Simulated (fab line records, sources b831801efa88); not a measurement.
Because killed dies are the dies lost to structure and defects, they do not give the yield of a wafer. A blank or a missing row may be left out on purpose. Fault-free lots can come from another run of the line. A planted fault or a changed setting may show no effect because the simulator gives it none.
The tool behind it: which one? -- flow sky130 -- Sampling: 6 lots, 18 wafers, 3 of 708 route steps

== WHAT THE GAUGES READ, wafer by wafer ==
SKY_VT_ADJUST_LVTN_OVL_MEAS_18.
lot,measured,on,VT_ADJUST_LVTN_01_OVL (nm)
L532,day 8 07:16,overlay-01,-2.0 -1.1 -2.5
L535,day 9 03:41,overlay-02,-1.8 0.1 -2.1
L539,day 10 10:14,overlay-01,-2.6 -2.4 -1.4
L542,day 11 04:10,overlay-02,-0.3 -0.1 2.0
L545,day 12 00:08,overlay-02,-0.4 -1.6 0.2
L547,day 12 11:02,overlay-01,-0.4 -2.2 -4.4

== WHAT TOOL EACH LOT RAN ON (gives the tool, then ch and the chambers of the sampled wafers, and finally the start) ==
lot,SKY_NWELL_COAT_05,SKY_NWELL_STRIP_14
L532,"litho-track-04 ch 0, day 4 16:14","plasma-asher-01 ch 0,1, day 5 01:40"
L535,"litho-track-04 ch 0, day 5 10:17","plasma-asher-01 ch 0,1, day 5 19:44"
L539,"litho-track-03 ch 0, day 6 11:39","plasma-asher-01 ch 0, day 6 21:55"
L542,"litho-track-03 ch 0, day 7 02:55","plasma-asher-03 ch 0,1, day 7 13:25"
L545,"litho-track-04 ch 0, day 7 19:20","plasma-asher-03 ch 0,1, day 8 06:25"
L547,"litho-track-03 ch 0, day 8 05:09","plasma-asher-03 ch 0,1, day 8 16:13"
- SKY_NWELL_COAT_05: resist thk 3000 nm.
- SKY_NWELL_STRIP_14: strips in O2/N2.

== THE ANSWER, worked out from the rows above alone ==
Rule: the usual values come from the lots themselves. Put in order of their means at a reading, lots are off if they are a third of the lots or fewer, leave a main group of 4 or more, and stand apart from it by a gap of 3 or more times the standard deviation of the main group's means; of several such gaps the widest counts. A main group whose means are all the same, to the digits that the tables above print for the reading, isn't used. Also off: a lot with no number at a reading for which 4 or more lots have one. Any other lot the step has rows for is counted as sound.
Nothing can be told from this: no lot is off at any reading shown.

== WHAT WAS PUT IN BY THE SIMULATOR ==
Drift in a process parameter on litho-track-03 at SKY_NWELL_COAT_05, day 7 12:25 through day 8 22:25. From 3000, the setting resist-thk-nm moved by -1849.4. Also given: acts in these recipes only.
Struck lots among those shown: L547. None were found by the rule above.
